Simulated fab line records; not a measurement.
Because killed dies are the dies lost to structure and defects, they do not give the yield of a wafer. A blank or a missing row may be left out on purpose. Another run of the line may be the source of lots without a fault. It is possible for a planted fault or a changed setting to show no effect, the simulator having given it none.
Which of the tools did it? + flow gf180mcu + 72 wafers from 24 lots sampled at 6 of the route's 602 steps

WHAT THE GAUGES READ, wafer by wafer
GF_VT_IMPLANT_OVL_MEAS_29. Usual: for VT_IMPLANT_02_OVL the level is 0.2 nm and the standard deviation is 1.6.
| lot  | measured     | on         | VT_IMPLANT_02_OVL (nm) | flag |
|------|--------------|------------|------------------------|------|
| L074 | day 6 20:02  | overlay-02 | -2.4 0.2 -1.2          |      |
| L075 | day 6 21:52  | overlay-01 | -2.3 -0.2 0.9          |      |
| L076 | day 7 07:25  | overlay-01 | 0.0 -0.3 2.1           |      |
| L077 | day 7 13:19  | overlay-02 | 0.6 0.4 1.6            |      |
| L078 | day 7 15:25  | overlay-02 | -0.6 -1.2 -1.5         |      |
| L079 | day 8 03:43  | overlay-01 | 1.9 2.1 1.6            |      |
| L080 | day 8 12:52  | overlay-01 | 2.3 2.0 0.2            |      |
| L081 | day 8 22:49  | overlay-02 | -0.1 0.7 -0.8          |      |
| L082 | day 9 08:16  | overlay-01 | 0.3 -0.3 -0.8          |      |
| L083 | day 9 09:40  | overlay-02 | -1.6 -0.1 0.7          |      |
| L084 | day 9 22:01  | overlay-01 | 1.9 0.2 -1.1           |      |
| L085 | day 10 04:13 | overlay-01 | 3.0 0.6 -0.1           |      |
| L086 | day 10 09:52 | overlay-02 | 0.3 0.4 -0.4           |      |
| L088 | day 10 21:31 | overlay-01 | 1.6 1.8 2.9            |      |
| L087 | day 10 23:13 | overlay-01 | 2.7 0.9 0.9            |      |
| L090 | day 11 09:28 | overlay-01 | 1.1 0.4 2.2            |      |
| L089 | day 11 10:22 | overlay-02 | -3.8 -2.3 -1.2         |      |
| L091 | day 11 14:46 | overlay-01 | 3.2 -2.3 2.2           |      |
| L092 | day 11 20:58 | overlay-02 | -2.6 -2.1 -3.1         |      |
| L093 | day 12 04:58 | overlay-02 | -3.4 -2.6 -0.9         |      |
| L094 | day 12 12:07 | overlay-02 | 0.1 -0.4 -1.1          |      |
| L095 | day 12 14:30 | overlay-02 | -1.4 -1.0 -0.7         |      |
| L096 | day 12 21:31 | overlay-02 | 1.2 2.1 1.7            |      |
| L097 | day 13 04:42 | overlay-01 | -1.0 0.5 1.4           |      |

GF_VT_IMPLANT_TW_MEAS_32. Usual: for VT_IMPLANT_3_TW the level is 270.3 and the standard deviation is 2.3.
| lot  | measured     | on            | VT_IMPLANT_3_TW   | flag |
|------|--------------|---------------|-------------------|------|
| L074 | day 6 20:20  | film_metro-04 | 271.5 270.7 271.6 |      |
| L075 | day 6 22:09  | film_metro-02 | 269.4 266.8 267.7 |      |
| L076 | day 7 07:41  | film_metro-03 | 272.6 274.3 271.8 |      |
| L077 | day 7 13:37  | film_metro-04 | 267.7 269.4 268.4 |      |
| L078 | day 7 15:42  | film_metro-04 | 269.1 270.5 270.2 |      |
| L079 | day 8 03:59  | film_metro-02 | 267.4 267.7 269.7 |      |
| L080 | day 8 13:10  | film_metro-02 | 268.8 267.9 268.5 |      |
| L081 | day 8 23:06  | film_metro-03 | 273.4 273.5 274.3 |      |
| L082 | day 9 08:33  | film_metro-02 | 268.6 269.1 267.4 |      |
| L083 | day 9 09:56  | film_metro-04 | 272.4 272.1 272.1 |      |
| L084 | day 9 22:17  | film_metro-02 | 269.2 269.0 268.8 |      |
| L085 | day 10 04:30 | film_metro-03 | 273.2 272.5 274.2 |      |
| L086 | day 10 10:10 | film_metro-02 | 268.4 269.5 268.4 |      |
| L088 | day 10 21:47 | film_metro-02 | 269.2 268.7 269.2 |      |
| L087 | day 10 23:29 | film_metro-04 | 269.5 269.3 271.0 |      |
| L090 | day 11 09:44 | film_metro-02 | 268.4 268.1 269.1 |      |
| L089 | day 11 10:39 | film_metro-02 | 268.7 269.6 267.6 |      |
| L091 | day 11 15:04 | film_metro-04 | 268.4 269.1 269.4 |      |
| L092 | day 11 21:14 | film_metro-03 | 276.7 274.9 276.7 |      |
| L093 | day 12 05:14 | film_metro-03 | 275.4 274.4 274.2 |      |
| L094 | day 12 12:24 | film_metro-04 | 270.0 270.1 270.5 |      |
| L095 | day 12 14:47 | film_metro-04 | 271.0 270.4 269.5 |      |
| L096 | day 12 21:48 | film_metro-02 | 267.5 268.5 269.5 |      |
| L097 | day 13 04:59 | film_metro-02 | 268.1 268.2 268.5 |      |

GF_DUAL_GATE_THK_MEAS_03. Usual: for DUAL_GATE_OXIDATION_00_THK the level is 10.79 nm and the standard deviation is 0.19.
| lot  | measured     | on            | DUAL_GATE_OXIDATION_00_THK (nm) | flag |
|------|--------------|---------------|---------------------------------|------|
| L074 | day 7 15:28  | film_metro-03 | 10.57 10.59 10.70               |      |
| L075 | day 7 16:53  | film_metro-03 | 10.70 10.67 10.79               |      |
| L076 | day 8 01:58  | film_metro-01 | 10.76 10.82 10.84               |      |
| L077 | day 8 07:27  | film_metro-04 | 10.50 10.43 10.37               |      |
| L078 | day 8 12:40  | film_metro-01 | 10.89 10.59 10.74               |      |
| L079 | day 8 22:19  | film_metro-03 | 10.90 10.80 10.96               |      |
| L080 | day 9 07:29  | film_metro-03 | 10.90 10.93 10.85               |      |
| L081 | day 9 19:28  | film_metro-04 | 11.01 11.04 10.82               |      |
| L082 | day 10 04:59 | film_metro-04 | 10.64 11.03 11.08               |      |
| L083 | day 10 06:25 | film_metro-03 | 10.84 10.88 10.90               |      |
| L084 | day 10 18:17 | film_metro-04 | 10.64 10.52 10.57               |      |
| L085 | day 11 01:47 | film_metro-01 | 10.86 10.95 10.81               |      |
| L086 | day 11 10:44 | film_metro-04 | 10.82 10.76 10.82               |      |
| L088 | day 11 20:29 | film_metro-04 | 11.02 11.10 11.09               |      |
| L087 | day 11 20:29 | film_metro-01 | 10.92 11.01 10.89               |      |
| L090 | day 12 06:34 | film_metro-04 | 10.79 10.73 10.91               |      |
| L089 | day 12 09:25 | film_metro-03 | 10.83 10.53 10.60               |      |
| L091 | day 12 14:06 | film_metro-01 | 11.06 11.07 11.09               |      |
| L092 | day 12 19:53 | film_metro-04 | 10.97 11.13 11.02               |      |
| L093 | day 13 02:43 | film_metro-03 | 10.51 10.36 10.57               |      |
| L094 | day 13 10:00 | film_metro-04 | 10.68 10.70 10.62               |      |
| L095 | day 13 12:46 | film_metro-04 | 10.71 10.62 10.72               |      |
| L096 | day 13 21:01 | film_metro-03 | 11.11 10.79 11.03               |      |
| L097 | day 14 03:38 | film_metro-03 | 10.66 10.65 10.82               |      |

GF_V1_CD_MEAS_14 targets a cd of 260 nm. Usual: cd_nm at 260.1 nm, with a standard deviation of 1.3.
| lot  | measured     | on        | cd_nm (nm)        | flag |
|------|--------------|-----------|-------------------|------|
| L074 | day 18 05:55 | cd_sem-02 | 259.3 259.7 259.2 |      |
| L075 | day 18 10:34 | cd_sem-01 | 260.2 259.3 260.0 |      |
| L076 | day 18 15:45 | cd_sem-02 | 260.1 259.8 260.7 |      |
| L077 | day 19 01:40 | cd_sem-01 | 260.4 261.0 260.8 |      |
| L078 | day 19 04:34 | cd_sem-02 | 259.8 261.1 260.7 |      |
| L079 | day 19 21:30 | cd_sem-02 | 259.8 261.4 260.6 |      |
| L080 | day 20 09:38 | cd_sem-02 | 257.2 257.6 256.3 |      |
| L081 | day 21 00:13 | cd_sem-01 | 262.0 261.8 261.7 |      |
| L082 | day 21 12:44 | cd_sem-01 | 260.0 260.4 260.8 |      |
| L083 | day 21 17:37 | cd_sem-01 | 260.5 261.5 261.6 |      |
| L084 | day 22 03:54 | cd_sem-02 | 259.1 259.0 258.5 |      |
| L085 | day 22 16:58 | cd_sem-02 | 257.9 258.6 259.5 |      |
| L086 | day 23 01:02 | cd_sem-02 | 258.8 260.0 259.6 |      |
| L088 | day 23 20:57 | cd_sem-01 | 262.3 263.2 260.2 |      |
| L087 | day 23 14:54 | cd_sem-02 | 259.3 260.3 260.2 |      |
| L090 | day 24 01:34 | cd_sem-02 | 261.3 261.0 261.8 |      |
| L089 | day 24 12:30 | cd_sem-02 | 259.9 258.7 258.5 |      |
| L091 | day 24 10:34 | cd_sem-02 | 260.7 261.1 261.1 |      |
| L092 | day 24 19:27 | cd_sem-02 | 261.0 260.0 260.8 |      |
| L093 | day 25 03:27 | cd_sem-02 | 259.7 259.5 259.4 |      |
| L094 | day 25 08:57 | cd_sem-02 | 261.6 261.2 260.8 |      |
| L095 | day 25 09:43 | cd_sem-01 | 258.6 258.2 258.4 |      |
| L096 | day 25 21:19 | cd_sem-01 | 261.0 260.8 260.7 |      |
| L097 | day 26 09:07 | cd_sem-02 | 261.4 260.9 261.0 |      |

WHAT TOOL EACH LOT RAN ON (gives the tool, then ch and the chambers of the sampled wafers, and finally the start)
| lot  | GF_HV_LDD_STRIP_49                   | GF_PSD_STRIP_10                      |
|------|--------------------------------------|--------------------------------------|
| L074 | plasma_asher-01 ch 0,1, day 12 13:14 | plasma_asher-03 ch 0,1, day 14 08:17 |
| L075 | plasma_asher-04 ch 0,1, day 12 14:28 | plasma_asher-01 ch 0,1, day 14 12:46 |
| L076 | plasma_asher-01 ch 0,1, day 12 20:34 | plasma_asher-03 ch 0,1, day 14 17:28 |
| L077 | plasma_asher-01 ch 0,1, day 13 03:52 | plasma_asher-01 ch 0,1, day 15 01:52 |
| L078 | plasma_asher-02 ch 0,1, day 13 07:52 | plasma_asher-03 ch 0,1, day 15 03:52 |
| L079 | plasma_asher-02 ch 0,1, day 13 22:22 | plasma_asher-03 ch 0,1, day 15 20:22 |
| L080 | plasma_asher-01 ch 0,1, day 14 07:59 | plasma_asher-03 ch 0,1, day 16 06:59 |
| L081 | plasma_asher-04 ch 0,1, day 14 20:37 | plasma_asher-01 ch 0,1, day 16 19:49 |
| L082 | plasma_asher-01 ch 0,1, day 15 08:31 | plasma_asher-04 ch 0, day 17 09:01   |
| L083 | plasma_asher-01 ch 0,1, day 15 10:49 | plasma_asher-04 ch 0,1, day 17 13:10 |
| L084 | plasma_asher-01 ch 0,1, day 15 22:31 | plasma_asher-01 ch 0,1, day 18 00:10 |
| L085 | plasma_asher-04 ch 0,1, day 16 11:01 | plasma_asher-01 ch 0,1, day 18 12:25 |
| L086 | plasma_asher-01 ch 0,1, day 16 18:38 | plasma_asher-01 ch 0,1, day 18 20:38 |
| L088 | plasma_asher-04 ch 0,1, day 17 09:52 | plasma_asher-01 ch 0, day 19 18:13   |
| L087 | plasma_asher-02 ch 0,1, day 17 06:46 | plasma_asher-03 ch 0, day 19 12:17   |
| L090 | plasma_asher-04 ch 0, day 17 19:52   | plasma_asher-01 ch 0,1, day 20 00:13 |
| L089 | plasma_asher-02 ch 0,1, day 18 00:04 | plasma_asher-03 ch 0,1, day 20 08:36 |
| L091 | plasma_asher-02 ch 0,1, day 18 02:59 | plasma_asher-01 ch 0,1, day 20 08:18 |
| L092 | plasma_asher-02 ch 0,1, day 18 15:52 | plasma_asher-03 ch 0,1, day 20 20:22 |
| L093 | plasma_asher-04 ch 0,1, day 19 00:55 | plasma_asher-04 ch 0,1, day 21 04:45 |
| L094 | plasma_asher-02 ch 0,1, day 19 05:16 | plasma_asher-01 ch 0,1, day 21 10:06 |
| L095 | plasma_asher-04 ch 0,1, day 19 08:13 | plasma_asher-01 ch 0,1, day 21 12:19 |
| L096 | plasma_asher-02 ch 0,1, day 19 22:03 | plasma_asher-04 ch 0, day 22 01:19   |
| L097 | plasma_asher-01 ch 0,1, day 20 11:25 | plasma_asher-01 ch 0,1, day 22 13:58 |
- GF_HV_LDD_STRIP_49: strips in O2/N2.
- GF_PSD_STRIP_10: strips in O2/N2.

AS READ BY THE TOOLS THEMSELVES (means over the sampled wafers that have a number; for cases with no such wafer, the mark the record gives instead)
GF_HV_LDD_STRIP_49. Usual: drypump_motor_current_A 5.7 A, standard deviation 0.39; heater_power_w 336 W, standard deviation 23; oes_product_au 0.716 a.u., standard deviation 0.0048; strip_time_to_endpoint_s 12.62 s, standard deviation 0.03.
| lot  | tool            | drypump_motor_current_A (A) | heater_power_w (W) | oes_product_au (a.u.) | strip_time_to_endpoint_s (s) | flag |
|------|-----------------|-----------------------------|--------------------|-----------------------|------------------------------|------|
| L074 | plasma_asher-01 | 5.8                         | 350                | 0.720                 | 12.65                        |      |
| L075 | plasma_asher-04 | 5.4                         | 322                | 0.716                 | 12.65                        |      |
| L076 | plasma_asher-01 | 5.9                         | 344                | 0.718                 | 12.63                        |      |
| L077 | plasma_asher-01 | 5.8                         | 343                | 0.719                 | 12.62                        |      |
| L078 | plasma_asher-02 | 5.5                         | 349                | 0.714                 | 12.66                        |      |
| L079 | plasma_asher-02 | 5.7                         | 331                | 0.713                 | 12.63                        |      |
| L080 | plasma_asher-01 | 5.9                         | 345                | 0.713                 | 12.65                        |      |
| L081 | plasma_asher-04 | 5.4                         | 320                | 0.716                 | 12.63                        |      |
| L082 | plasma_asher-01 | 5.8                         | 347                | 0.721                 | 12.59                        |      |
| L083 | plasma_asher-01 | 5.9                         | 348                | 0.716                 | 12.61                        |      |
| L084 | plasma_asher-01 | 5.9                         | 352                | 0.719                 | 12.57                        |      |
| L085 | plasma_asher-04 | 5.4                         | 323                | 0.715                 | 12.63                        |      |
| L086 | plasma_asher-01 | 5.9                         | 350                | 0.716                 | 12.61                        |      |
| L088 | plasma_asher-04 | 5.7                         | 308                | 0.718                 | 12.63                        |      |
| L087 | plasma_asher-02 | 5.5                         | 348                | 0.719                 | 12.60                        |      |
| L090 | plasma_asher-04 | 5.0                         | 337                | 0.713                 | 12.61                        |      |
| L089 | plasma_asher-02 | 5.5                         | 348                | 0.713                 | 12.61                        |      |
| L091 | plasma_asher-02 | 5.5                         | 352                | 0.718                 | 12.62                        |      |
| L092 | plasma_asher-02 | 5.7                         | 330                | 0.714                 | 12.64                        |      |
| L093 | plasma_asher-04 | 5.7                         | 313                | 0.711                 | 12.60                        |      |
| L094 | plasma_asher-02 | 5.4                         | 350                | 0.722                 | 12.65                        |      |
| L095 | plasma_asher-04 | 5.7                         | 317                | 0.717                 | 12.56                        |      |
| L096 | plasma_asher-02 | 5.8                         | 335                | 0.717                 | 12.65                        |      |
| L097 | plasma_asher-01 | 5.8                         | 343                | 0.716                 | 12.62                        |      |

GF_PSD_STRIP_10. Usual: drypump_motor_current_A 5.5 A, standard deviation 0.51; heater_power_w 330 W, standard deviation 18; oes_product_au 0.592 a.u., standard deviation 0.0048; strip_time_to_endpoint_s 16.53 s, standard deviation 0.034.
| lot  | tool            | drypump_motor_current_A (A) | heater_power_w (W) | oes_product_au (a.u.) | strip_time_to_endpoint_s (s) | flag |
|------|-----------------|-----------------------------|--------------------|-----------------------|------------------------------|------|
| L074 | plasma_asher-03 | 5.0                         | 315                | 0.598                 | 16.56                        |      |
| L075 | plasma_asher-01 | 5.9                         | 346                | 0.592                 | 16.53                        |      |
| L076 | plasma_asher-03 | 4.8                         | 310                | 0.592                 | 16.55                        |      |
| L077 | plasma_asher-01 | 5.8                         | 342                | 0.588                 | 16.53                        |      |
| L078 | plasma_asher-03 | 4.9                         | 313                | 0.590                 | 16.50                        |      |
| L079 | plasma_asher-03 | 5.0                         | 314                | 0.589                 | 16.55                        |      |
| L080 | plasma_asher-03 | 5.0                         | 311                | 0.594                 | 16.43                        |      |
| L081 | plasma_asher-01 | 5.8                         | 340                | 0.592                 | 16.54                        |      |
| L082 | plasma_asher-04 | 5.1                         | 334                | 0.594                 | 16.52                        |      |
| L083 | plasma_asher-04 | 5.7                         | 311                | 0.592                 | 16.52                        |      |
| L084 | plasma_asher-01 | 5.8                         | 344                | 0.593                 | 16.56                        |      |
| L085 | plasma_asher-01 | 5.9                         | 343                | 0.595                 | 16.51                        |      |
| L086 | plasma_asher-01 | 5.9                         | 345                | 0.589                 | 16.51                        |      |
| L088 | plasma_asher-01 | 5.6                         | 342                | 0.594                 | 16.54                        |      |
| L087 | plasma_asher-03 | 4.6                         | 312                | 0.591                 | 16.51                        |      |
| L090 | plasma_asher-01 | 5.9                         | 346                | 0.595                 | 16.50                        |      |
| L089 | plasma_asher-03 | 5.0                         | 314                | 0.593                 | 16.55                        |      |
| L091 | plasma_asher-01 | 5.7                         | 345                | 0.589                 | 16.51                        |      |
| L092 | plasma_asher-03 | 5.0                         | 312                | 0.592                 | 16.51                        |      |
| L093 | plasma_asher-04 | 5.7                         | 315                | 0.593                 | 16.51                        |      |
| L094 | plasma_asher-01 | 5.8                         | 346                | 0.592                 | 16.57                        |      |
| L095 | plasma_asher-01 | 5.9                         | 350                | 0.592                 | 16.53                        |      |
| L096 | plasma_asher-04 | 5.0                         | 333                | 0.593                 | 16.55                        |      |
| L097 | plasma_asher-01 | 5.8                         | 340                | 0.595                 | 16.50                        |      |

THE ANSWER, worked out from the rows above alone
Rule: lot off if the mean of its wafers having a number is beyond 3 standard deviations from the usual mean. Also off: a lot with no number at a reading for which 4 or more lots have one. Where the step has rows for the other lots, those lots are counted as sound. The gauges are gone through in route order, then the tools' own readings, and for those a lot's mean is taken as printed above. At the first step where some lot is off, the reading lying furthest off is the one used; lots without a number count as furthest.
None of the lots is off at any reading shown; this tells nothing.

WHAT THE SIMULATOR HAD PUT IN
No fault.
